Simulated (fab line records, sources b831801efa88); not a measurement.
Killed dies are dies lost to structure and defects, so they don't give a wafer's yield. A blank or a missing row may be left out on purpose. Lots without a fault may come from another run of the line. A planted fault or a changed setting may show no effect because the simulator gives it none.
A struck lot beside a sound one | flow sky130 | 17 steps out of a route of 708
Sound: wafers L627.1, L627.2, L627.6. Struck: wafers L635.1, L635.2, L635.4. The cause comes at the end.
At each step with rows: each side's tool, then ch and its chambers, then its first start. Under that, the readings that differ: sound wafers | struck wafers | difference of the means | sigmas: that difference in standard deviations of wafers without a fault.
alike: readings whose means differ by less than 2 such deviations, and words and numbers that are the same on both sides. not compared: withheld readings, readings that some wafer has no value for, bounds like >300 that may hide the same value, and numbers for which the record gives no deviation and whose values overlap.
The two part at a step that has a row with sigmas, a row that says differs or no value, or rows on one side only. Numbers that don't overlap but have no deviation are shown without sigmas and don't part them. A reading that every wafer of one side lacks parts them only if that side has two wafers or more.

SKY_VT_ADJUST_HVTP_OVL_MEAS_08:
  sound on overlay-01, day 6 00:43; struck on overlay-01, day 8 05:22
  alike: VT_ADJUST_HVTP_OVL
then, 1 step without rows for these wafers: SKY_VT_ADJUST_HVTP_IMPLANT_09.
SKY_VT_ADJUST_HVTP_STRIP_10: strips in O2/N2.
  sound on plasma_asher-01 ch 0,1, day 6 00:55; struck on plasma_asher-02 ch 0,1, day 8 05:34
  alike: drypump_motor_current_A, n2_flow_sccm, oes_product_au, strip_time_to_endpoint_s
  not compared: rf_hours_counter_h
SKY_VT_ADJUST_HVTP_TW_MEAS_11:
  sound on film_metro-01, day 6 01:01; struck on film_metro-01, day 8 05:40
  alike: VT_ADJUST_HVTP_TW
then, 7 steps without rows for these wafers: SKY_VT_ADJUST_LVTN_DEHYDRATE_00 (time 60 s); SKY_VT_ADJUST_LVTN_HMDS_01 (prime time 60 s); SKY_VT_ADJUST_LVTN_COAT_02 (resist thk 3000 nm); SKY_VT_ADJUST_LVTN_SOFTBAKE_03; SKY_VT_ADJUST_LVTN_EXPOSE_04 (exposes mask NWM COMPLEMENT LESS NATIVE, target cd 840 nm); SKY_VT_ADJUST_LVTN_PEB_05; SKY_VT_ADJUST_LVTN_DEVELOP_06 (develop time 60 s).
SKY_VT_ADJUST_LVTN_OVL_MEAS_07:
  sound on overlay-01, day 6 20:08; struck on overlay-01, day 9 02:24
  alike: VT_ADJUST_LVTN_OVL
SKY_VT_ADJUST_LVTN_IMPLANT_08:
  sound on implanter-04 ch 0, day 6 20:10; struck on implanter-02 ch 0, day 9 02:26
  reading            | sound                            | struck                           | difference  | sigmas
  dose_ions_cm2      | 1.5711e+12 1.5705e+12 1.5717e+12 | 2.1092e+12 2.1087e+12 2.1095e+12 | +5.3803e+11 | +99 or more
  faraday_current_uA | 8.87 9.05 8.82                   | 11.97 11.59 11.90                | +2.91       | +17
SKY_VT_ADJUST_LVTN_STRIP_09: strips in O2/N2.
  sound on plasma_asher-03 ch 0,1, day 6 20:19; struck on plasma_asher-02 ch 0,1, day 9 02:35
  alike: drypump_motor_current_A, n2_flow_sccm, oes_product_au, strip_time_to_endpoint_s
  not compared: rf_hours_counter_h
SKY_VT_ADJUST_LVTN_TW_MEAS_10:
  sound on film_metro-03, day 6 20:25; struck on film_metro-03, day 9 02:41
  reading           | sound             | struck            | difference | sigmas
  VT_ADJUST_LVTN_TW | 243.2 243.5 243.6 | 266.5 265.9 265.7 | +22.6      | +21
then, 1 step without rows for these wafers: SKY_VT_ADJUST_LVTN_DEHYDRATE_11 (time 60 s).
-- the record jumps here: 39 days lie between the struck wafers' starts before and after (it left off in module VT_ADJUST_LVTN and takes up again in module PAD_OPEN, whose first step shown is number 708 of the route) --
SKY_PAD_OPEN_PROBE_99:
  sound on prober-02, day 45 13:09; struck on prober-01, day 47 23:17
  alike: killed_at_M0_to_M3, killed_at_M4_up, killed_at_contacts, killed_at_front_end, killed_at_other, killed_dies, killed_open, killed_short
  not compared: model.etest.nfet_01v8_lvt.vt_sat_v, model.etest.nfet_01v8_lvt.vt_long_v, model.etest.nfet_01v8_lvt.body_rise_v

WHERE THEY PART
First at SKY_VT_ADJUST_LVTN_IMPLANT_08; last, within this record, at SKY_VT_ADJUST_LVTN_TW_MEAS_10. Later steps at which nothing parts them and some readings are alike: SKY_PAD_OPEN_PROBE_99.

WHY: what the simulator had put in
Process parameter drift: implanter-02, from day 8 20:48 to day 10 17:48, at SKY_VT_ADJUST_LVTN_IMPLANT_08. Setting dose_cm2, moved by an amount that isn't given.
